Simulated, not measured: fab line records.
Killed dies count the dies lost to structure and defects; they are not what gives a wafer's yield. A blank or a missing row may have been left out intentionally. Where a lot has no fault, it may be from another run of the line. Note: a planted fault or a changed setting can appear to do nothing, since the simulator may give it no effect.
A single fault, viewed from 2 desks -- flow gf180mcu -- each desk has only its own numbers; what lay behind them comes last

THE METROLOGY DESK
What the gauges read for every lot (on any tool): the sampled wafers with a number, averaged. If a lot's mean is further than 4 standard deviations from the usual mean, the lot is out of limits and carries the mark OUT (the distance appears in the brackets).
Columns: A = LVPWELL_TW at GF_LVPWELL_TW_MEAS_11, usual 560; B = MVSD_OVL at GF_MVSD_OVL_MEAS_07, usual 0.2 nm
lot,first seen here,A,B
L516,day 4 16:54,551,0.2
L521,day 5 15:46,564,1.4
L523,day 6 02:37,560,-1.8
L524,day 6 08:50,555,0.2
L533,day 8 12:37,563,-0.4
L536,day 9 05:22,561,0.0
Finding of this desk: none of the 6 lots has anything out of limits.

AT THE TOOL OWNER'S DESK: implanter-01
The tool's own readings at GF_MVSD_IMPLANT_09, given as means over the sampled wafers that have a number, one for each lot that went through this tool. If a lot's mean is further than 4 standard deviations from the usual mean, the lot is out of limits and carries the mark OUT (the distance appears in the brackets).
Columns: A = beam-energy-keV at GF_MVSD_IMPLANT_09, usual 100.00
lot,first seen here,A
L516,day 5 07:41,100.05
L523,day 6 17:34,103.16 (+99) OUT
L524,day 7 00:22,103.17 (+99 or more) OUT
This desk finds L523, L524 out of limits, L523 being first, at day 6 17:34 (beam-energy-keV at GF_MVSD_IMPLANT_09). L516: within limits.

TAKEN TOGETHER
The tool owner's desk had the chance to raise an alarm at day 6 17:34 on L523, L524.
Nothing out of limits was seen by the metrology desk.
The metrology desk has L523, L524 on record, within its limits.
Of the lots named, all ran GF_MVSD_IMPLANT_09 on implanter-01.

WHAT THE SIMULATOR PUT IN
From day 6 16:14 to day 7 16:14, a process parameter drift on implanter-01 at GF_MVSD_IMPLANT_09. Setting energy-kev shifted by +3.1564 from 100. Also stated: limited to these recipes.
Lots struck among those shown: L523, L524.
How many hours passed from the start of the fault until each desk's first out-of-limits reading: the tool owner's desk, 1.
